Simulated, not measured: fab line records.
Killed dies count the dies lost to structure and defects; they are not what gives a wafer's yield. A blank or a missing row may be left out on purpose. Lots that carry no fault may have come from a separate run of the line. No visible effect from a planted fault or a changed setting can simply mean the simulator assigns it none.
Which tool is to blame? + flow sky130 + Sampling: 10 lots, 30 wafers, 4 of 708 route steps

## WHAT EACH GAUGE READ, for each wafer
SKY_LI_CONTACT_RS_MEAS_22: measurement is done with a four-point probe.
| lot  | measured     | on           | LI_CONTACT_W_RS (ohm/sq) |
|------|--------------|--------------|--------------------------|
| L283 | day 28 18:46 | filmMetro-02 | 0.278 0.278 0.277        |
| L286 | day 30 07:34 | filmMetro-02 | 0.288 0.293 0.293        |
| L288 | day 31 02:11 | filmMetro-02 | 0.286 0.282 0.288        |
| L291 | day 32 00:52 | filmMetro-04 | 0.282 0.291 0.285        |
| L293 | day 33 00:34 | filmMetro-01 | 0.291 0.283 0.290        |
| L294 | day 33 02:59 | filmMetro-04 | 0.261 0.258 0.263        |
| L295 | day 33 10:36 | filmMetro-02 | 0.289 0.292 0.291        |
| L300 | day 34 22:06 | filmMetro-02 | 0.262 0.262 0.260        |
| L304 | day 35 20:53 | filmMetro-02 | 0.280 0.278 0.292        |
| L306 | day 36 13:34 | filmMetro-02 | 0.275 0.278 0.290        |

## WHAT TOOL EACH LOT RAN ON (gives the tool, then ch and the chambers of the sampled wafers, and finally the start)
| lot  | SKY_SD_N_STRIP_11                   | SKY_LI_CONTACT_SPUTTER_19   | SKY_LI_CONTACT_CVD_21        |
|------|-------------------------------------|-----------------------------|------------------------------|
| L283 | plasmaAsher-02 ch 0,1, day 27 11:53 | pvdSputter-01, day 28 18:30 | cvdW-02 ch 1, day 28 18:38   |
| L286 | plasmaAsher-03 ch 0, day 29 01:10   | pvdSputter-04, day 30 07:18 | cvdW-01 ch 0,1, day 30 07:26 |
| L288 | plasmaAsher-03 ch 0,1, day 29 19:14 | pvdSputter-01, day 31 01:55 | cvdW-01 ch 0,1, day 31 02:03 |
| L291 | plasmaAsher-03 ch 0,1, day 30 19:08 | pvdSputter-01, day 32 00:36 | cvdW-01 ch 0,1, day 32 00:44 |
| L293 | plasmaAsher-01 ch 0,1, day 31 19:04 | pvdSputter-04, day 33 00:16 | cvdW-01 ch 0,1, day 33 00:26 |
| L294 | plasmaAsher-03 ch 0,1, day 31 21:22 | pvdSputter-03, day 33 02:43 | cvdW-01 ch 0,1, day 33 02:51 |
| L295 | plasmaAsher-03 ch 0,1, day 32 05:25 | pvdSputter-01, day 33 10:09 | cvdW-02 ch 0, day 33 10:25   |
| L300 | plasmaAsher-03 ch 0,1, day 33 17:47 | pvdSputter-01, day 34 21:49 | cvdW-01 ch 0,1, day 34 21:57 |
| L304 | plasmaAsher-03 ch 0,1, day 34 16:22 | pvdSputter-04, day 35 20:35 | cvdW-02 ch 0,1, day 35 20:46 |
| L306 | plasmaAsher-01 ch 0,1, day 35 08:58 | pvdSputter-01, day 36 13:18 | cvdW-02 ch 0,1, day 36 13:26 |
- SKY_SD_N_STRIP_11: strips in O2/N2.
- SKY_LI_CONTACT_SPUTTER_19: material Ti, target thk 20 nm, time 106.37 s.
- SKY_LI_CONTACT_CVD_21: deposits W, target thk 400 nm, time 120.56 s.

## THE ANSWER, worked out from the rows above alone
Rule: the usual values come from the lots themselves. Put in order of their means at a reading, lots are off if they are a third of the lots or fewer, leave a main group of 4 or more, and stand apart from it by a gap of 3 or more times the standard deviation of the main group's means; of several such gaps the widest counts. A main group whose means are all the same, to the digits that the tables above print for the reading, isn't used. A lot without any number at a reading at which 4 lots or more have one is off too. All remaining lots with rows at the step are treated as sound.
Off: L294, L300, at SKY_LI_CONTACT_RS_MEAS_22 (LI_CONTACT_W_RS). The main group: mean 0.285 ohm/sq, standard deviation 0.0044.
A tool fits if, at a process step before that reading, it ran every lot that is off, and no sound lot after the first of them. Those tools and the gauges at SKY_LI_CONTACT_RS_MEAS_22 are tried in the same way. One fits: SKY_LI_CONTACT_CVD_21 on cvdW-01. Its last sound lot is L293 (day 33 00:26), its first lot that is off L294 (day 33 02:51): a fault that began between those two fits.

## WHAT THE SIMULATOR HAD INSERTED
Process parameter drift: cvdW-01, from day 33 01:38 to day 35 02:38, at SKY_LI_CONTACT_CVD_21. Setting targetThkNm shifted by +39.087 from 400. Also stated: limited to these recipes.
Struck lots among those shown: L294, L300. The rule given above showed the same thing.
